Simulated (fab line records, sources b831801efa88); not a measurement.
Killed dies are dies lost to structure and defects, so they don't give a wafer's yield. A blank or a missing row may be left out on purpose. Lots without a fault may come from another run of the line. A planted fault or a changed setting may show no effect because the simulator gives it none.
A struck lot beside a sound one | flow sky130 | 17 steps out of a route of 708
Sound: wafers L163.4, L163.5, L163.6. Struck: wafers L165.2, L165.3, L165.4. The cause comes at the end.
At each step with rows: each side's tool, then ch and its chambers, then its first start. Under that, the readings that differ: sound wafers | struck wafers | difference of the means | sigmas: that difference in standard deviations of wafers without a fault.
alike: readings whose means differ by less than 2 such deviations, and words and numbers that are the same on both sides. not compared: withheld readings, readings that some wafer has no value for, bounds like >300 that may hide the same value, and numbers for which the record gives no deviation and whose values overlap.
The two part at a step that has a row with sigmas, a row that says differs or no value, or rows on one side only. Numbers that don't overlap but have no deviation are shown without sigmas and don't part them. A reading that every wafer of one side lacks parts them only if that side has two wafers or more.

first, 9 steps without rows for these wafers: SKY_CAPM_CLEAN_17 (cleans in O3/DIW); SKY_METAL3_DEHYDRATE_05 (time 60 s); SKY_METAL3_HMDS_06 (prime time 60 s); SKY_METAL3_COAT_07 (resist thk 60 nm); SKY_METAL3_COAT_08 (resist thk 1140 nm); SKY_METAL3_SOFTBAKE_09 (time 90 s); SKY_METAL3_EXPOSE_10 (exposes mask MM3, target cd 300 nm); SKY_METAL3_PEB_11; SKY_METAL3_DEVELOP_12 (develop time 60 s).
SKY_METAL3_CD_MEAS_13: target cd 300 nm.
  sound on cd_sem-02, day 43 10:02; struck on cd_sem-02, day 44 01:55
  alike: cd_nm
SKY_METAL3_OVL_MEAS_14:
  sound on overlay-01, day 43 10:07; struck on overlay-01, day 44 02:01
  alike: METAL3_OVL
SKY_METAL3_DESCUM_15: chemistry O2, time 8 s.
  sound on rie_metal-01 ch 0,1, day 43 10:08; struck on rie_metal-01 ch 0,1, day 44 02:02
  alike: drypump_motor_current_A, oes_product_au
  not compared: rf_hours_counter_h
SKY_METAL3_ETCH_16: etches BARC in N2/H2, stops on SiO2, time 88.2 s, target depth 60 nm.
  sound on rie_metal-01 ch 0,1, day 43 10:11; struck on rie_metal-01 ch 0,1, day 44 02:04
  no value came back on the struck wafers for any of 5 readings (bias_w (W), chamber_pressure_mTorr (mTorr) and others); on the sound wafers bias_w (W) reads 99.7 100.5 100.4
  reading                                       | sound          | struck         | difference | sigmas
  model.KrF-thick_of_METAL3_COAT_08.thk_nm (nm) | 1078 1079 1080 | 1122 1124 1121 | +43        |
  not compared: rf_hours_counter_h
SKY_METAL3_ETCH_17: etches SiO2 in C4F8/O2/Ar, stops on TiN, time 3.9 s, target depth 15 nm.
  sound on rie_diel-02 ch 0,1, day 43 10:16; struck on rie_diel-01 ch 1,2,3, day 44 02:10
  reading               | sound             | struck            | difference | sigmas
  oes_product_au (a.u.) | 0.767 0.757 0.761 | 0.372 0.371 0.368 | -0.391     | -50
  alike: bias_w, chamber_pressure_mTorr
SKY_METAL3_METAL_ETCH_18: etches the open film in Cl2/BCl3, stops on SiO2, target depth 845 nm, time 183.1 s.
  sound on rie_metal-02 ch 0,1, day 43 10:20; struck on rie_metal-04 ch 0,1, day 44 02:11
  reading                                       | sound             | struck            | difference | sigmas
  oes_product_au (a.u.)                         | 0.864 0.867 0.860 | 0.375 0.381 0.372 | -0.488     | -87
  model.KrF-thick_of_METAL3_COAT_08.thk_nm (nm) | 549.4 547.8 536.4 | 551.6 579.4 556.5 | +18.0      |
  alike: bcl3_flow_sccm, bias_w, drypump_motor_current_A, throttle_valve_pct
  not compared: rf_hours_counter_h
SKY_METAL3_STRIP_19: strips in O2/N2.
  sound on plasma_asher-01 ch 0,1, day 43 10:29; struck on plasma_asher-04 ch 0,1, day 44 02:22
  alike: drypump_motor_current_A, oes_product_au, strip_time_to_endpoint_s
  not compared: rf_hours_counter_h
then, 1 step without rows for these wafers: SKY_METAL3_STRIP_20 (strips in post etch residue remover, time 1200 s).

WHERE THEY PART
First at SKY_METAL3_ETCH_16; last, within this record, at SKY_METAL3_METAL_ETCH_18. Later steps at which nothing parts them and some readings are alike: SKY_METAL3_STRIP_19.

WHY: what the simulator had put in
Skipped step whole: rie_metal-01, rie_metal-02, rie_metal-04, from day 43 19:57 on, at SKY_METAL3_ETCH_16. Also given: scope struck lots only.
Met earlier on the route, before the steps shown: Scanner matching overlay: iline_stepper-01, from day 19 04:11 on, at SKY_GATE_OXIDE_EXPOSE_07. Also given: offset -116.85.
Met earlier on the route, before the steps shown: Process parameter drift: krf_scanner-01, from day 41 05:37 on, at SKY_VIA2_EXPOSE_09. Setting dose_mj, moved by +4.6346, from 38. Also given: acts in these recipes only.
